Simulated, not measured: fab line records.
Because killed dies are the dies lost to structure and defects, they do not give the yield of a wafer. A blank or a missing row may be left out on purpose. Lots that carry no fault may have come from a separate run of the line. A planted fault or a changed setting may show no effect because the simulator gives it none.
Code-filled problem report in 8D (eight disciplines) form ; flow gf180mcu ; the parts of the form that need people (team, actions taken, sign-off) are left out

1. THE PROBLEM
rf fwd power W at GF_POLY_GATE_ETCH_12 reads a mean of 296.4 W on 6 wafers of 2 lots; wafers without a fault read 495.5 W with a standard deviation of 2.1. That puts it -95 standard deviations away from the usual mean.
The step: etches BARC in N2/H2.
The first sign was on wafer L315.3 at day 11 21:25, on rie diel-02. The record has a number at this step for 42 wafers belonging to 14 lots. By rule, "out" or "out of limits" means more than 4 standard deviations away from the usual mean. Any other wafer with a number is counted as sound.

2. WHAT IT IS AND WHAT IT IS NOT
question;is;is not
which readings at this step;rf fwd power W;drypump motor current A, oes product au, throttle valve pct
which lots;L315, L317;L306, L307, L308, L309, L310, L311, L312, L324, L325, L327, L328, L329
which wafers of those lots;all that have a number;-
read on which tools;rie diel-02;rie diel-01, rie diel-03
when;from day 11 21:25;"up to then (21 sound wafers); but 15 sound wafers of L324, L325, L327, L328, L329 came after"

3. WHAT RULES OUT EACH SUSPECT
Counting: any tool at a process step up to the reading is kept as a suspect provided that every lot that is out went through it and no sound lot did after the first of them.
- rie diel-02 at GF_POLY_GATE_ETCH_12 (etches BARC in N2/H2): ruled out as a lasting fault. Sound lots L325, L328 ran on it after its first lot that is out, L315 (day 11 21:25).
Left after counting: nothing in the record.

4. THE CAUSE (what the simulator had put in)
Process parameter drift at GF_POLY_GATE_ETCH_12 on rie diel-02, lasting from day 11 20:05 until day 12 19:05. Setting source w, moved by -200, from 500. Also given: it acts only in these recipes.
Counting ruled it out, wrongly.

5. THE CHAIN OF EFFECTS, in route order
Rows list readings where the struck wafers' mean (over those with a number) sits beyond 3 standard deviations from the usual. Only readings whose record carries a usual standard deviation are examined. hours: median over the lots of the time between each lot's start at the first step of this table that gives one and its start at this step. sigmas: the change, counted in usual standard deviations.
hours;step;reading;usual;on struck wafers;change;sigmas
0;GF_POLY_GATE_ETCH_12;rf fwd power W;495.5 W;296.4;-199.1;-95
It contains these process steps:
- GF_POLY_GATE_ETCH_12: etches BARC in N2/H2.
Later steps that measure or inspect, where all struck wafers having a row at the step show a number for every such reading and not one has moved that far: GF_HV_LDD_TW_MEAS_11, GF_M3_CD_MEAS_14.

6. WHAT WOULD HAVE CAUGHT IT SOONER
In this record the first reading out of limits was taken at day 11 21:25, 1 hour after the fault began at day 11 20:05.
